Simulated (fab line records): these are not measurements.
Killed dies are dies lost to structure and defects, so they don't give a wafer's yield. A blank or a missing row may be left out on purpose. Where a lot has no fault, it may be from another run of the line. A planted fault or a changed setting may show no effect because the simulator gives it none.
Which tool did it? -- flow sfq-line -- route of 325 steps, sampled at 1 step: 6 lots, 18 wafers

WHAT EACH GAUGE READ, for each wafer
SFQ_I3_BOW_MEAS_922.
lot,measured,on,I3_BOW (um)
L893,day 37 17:26,film-metro-03,-2 -4 -4
L898,day 39 19:49,film-metro-04,1 -1 9
L903,day 41 09:50,film-metro-01,2 15 4
L909,day 43 10:43,film-metro-04,8 5 22
L911,day 43 23:33,film-metro-01,7 9 3
L913,day 49 16:52,film-metro-03,3 -11 -5

WHICH TOOL RAN EACH LOT (tool, then ch and the chambers of the sampled wafers, then the start)
There is no process step in the record ahead of these readings.

THE ANSWER, worked out from the rows above alone
Rule: the usual values come from the lots themselves. Put in order of their means at a reading, lots are off if they are a third of the lots or fewer, leave a main group of 4 or more, and stand apart from it by a gap of 3 or more times the standard deviation of the main group's means; of several such gaps the widest counts. A main group whose means are all the same, to the digits that the tables above print for the reading, isn't used. Also off: a lot with no number at a reading for which 4 or more lots have one. Any other lot the step has rows for is counted as sound.
Nothing can be told from this: no lot is off at any reading shown.

WHAT THE SIMULATOR HAD PUT IN
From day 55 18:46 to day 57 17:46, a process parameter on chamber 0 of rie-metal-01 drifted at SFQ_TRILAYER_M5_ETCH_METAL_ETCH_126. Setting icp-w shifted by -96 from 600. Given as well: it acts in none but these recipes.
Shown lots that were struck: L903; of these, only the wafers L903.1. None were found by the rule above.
